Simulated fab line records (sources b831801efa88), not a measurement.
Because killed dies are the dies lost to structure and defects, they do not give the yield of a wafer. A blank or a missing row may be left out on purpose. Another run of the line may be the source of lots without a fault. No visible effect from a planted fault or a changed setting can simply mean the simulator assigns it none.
Comparing a struck lot with a sound one + flow sky130 + 14 out of 708 route steps
Sound: wafers L921.1, L921.2, L921.4. Struck: wafer L934.4. (L934.5 of the same lot was not struck and is left out.) The cause comes at the end.
For every step that has rows: the tool of each side, followed by ch and its chambers, followed by its first start. Under that, the readings that differ: sound wafers + struck wafers + difference of the means + sigmas: that difference in standard deviations of wafers without a fault.
alike: same words and numbers on both sides, and readings whose means sit less than 2 such deviations apart. not compared: any withheld reading, any reading some wafer has no value for, any bound like >300 that may hide the same value, and any number with overlapping values for which the record gives no deviation.
A row with sigmas, a row that says differs or no value, or rows on one side alone: a step with any of these is where the two part. When numbers do not overlap yet have no deviation, they are printed without sigmas and do not part them. A reading that every wafer of one side lacks parts them only if that side has two wafers or more.

SKY_VIA1_CD_MEAS_12: target cd 150 nm.
  sound on cdSem-02, day 35 10:35; struck on cdSem-02, day 38 22:58
  alike: cdNm
SKY_VIA1_OVL_MEAS_13:
  sound on overlay-01, day 35 10:42; struck on overlay-02, day 38 23:03
  alike: VIA1_OVL
SKY_VIA1_ETCH_14: etches BARC in N2/H2, stops on SiO2, time 45.9 s, target depth 60 nm.
  sound on rieDiel-04 ch 1,2, day 35 10:44; struck on rieDiel-02 ch 3, day 38 23:04
| reading                  | sound       | struck | difference | sigmas |
|--------------------------|-------------|--------|------------|--------|
| drypumpMotorCurrentA (A) | 5.2 5.4 5.4 | 6.5    | +1.2       | +3     |
  alike: oesProductAu, throttleValvePct
  not compared: rfHoursCounterH
then, 1 step without rows for these wafers: SKY_VIA1_ETCH_15 (etches SiO2 in C4F8/O2/Ar, stops on TiN, target depth 351 nm, time 54 s).
SKY_VIA1_STRIP_16: strips in O2/N2.
  sound on plasmaAsher-02 ch 0,1, day 35 10:50; struck on plasmaAsher-01 ch 0, day 38 23:11
  alike: drypumpMotorCurrentA, oesProductAu, stripTimeToEndpointS
  not compared: rfHoursCounterH
then, 3 steps without rows for these wafers: SKY_VIA1_STRIP_17 (strips in post etch residue remover, time 1200 s); SKY_VIA1_CLEAN_18 (cleans in IPA, time 180 s); SKY_VIA1_CLEAN_19 (cleans in O3/DIW).
SKY_VIA1_SPUTTER_20: material TiN, target thk 20 nm, time 80 s.
  sound on pvdSputter-04, day 35 11:25; struck on pvdSputter-01, day 38 23:45
  alike: throttleValvePct
SKY_VIA1_CVD_21: deposits W, target thk 270 nm, time 80.902 s.
  sound on cvdW-02 ch 0,1, day 35 11:29; struck on cvdW-01 ch 0, day 38 23:50
  alike: heaterPowerW
  not compared: sinceWetCleanH
SKY_VIA1_RS_MEAS_22: a four-point-probe measurement.
  sound on filmMetro-02, day 35 11:34; struck on filmMetro-02, day 38 23:58
  alike: VIA1_W_RS
SKY_VIA1_THK_MEAS_23: measures by xrf.
  sound on filmMetro-02, day 35 11:41; struck on filmMetro-02, day 39 00:03
  alike: VIA1_W_THK
SKY_VIA1_CMP_24: polishes, stops on SiO2, t overpolish 15 s, target thk 0 nm.
  sound on cmp-01 ch 0,1,2, day 35 11:46; struck on cmp-02 ch 0, day 39 00:07
| reading             | sound                | struck | difference | sigmas      |
|---------------------|----------------------|--------|------------|-------------|
| overpolishRunS (s)  | 15.008 15.000 15.014 | 0.047  | -14.960    | -99 or more |
| timeToEndpointS (s) | 59 64 62             | 103    | +41        | +13         |
  alike: motorCurrentA
SKY_METAL2_SPUTTER_00: material Ti, target thk 15 nm, time 10 s.
  the record holds rows for the sound wafers here (pvdSputter-03, day 35 12:04) but none for the struck ones

== WHERE THEY PART ==
First at SKY_VIA1_ETCH_14; last, within this record, at SKY_METAL2_SPUTTER_00.

WHY: what the simulator had put in
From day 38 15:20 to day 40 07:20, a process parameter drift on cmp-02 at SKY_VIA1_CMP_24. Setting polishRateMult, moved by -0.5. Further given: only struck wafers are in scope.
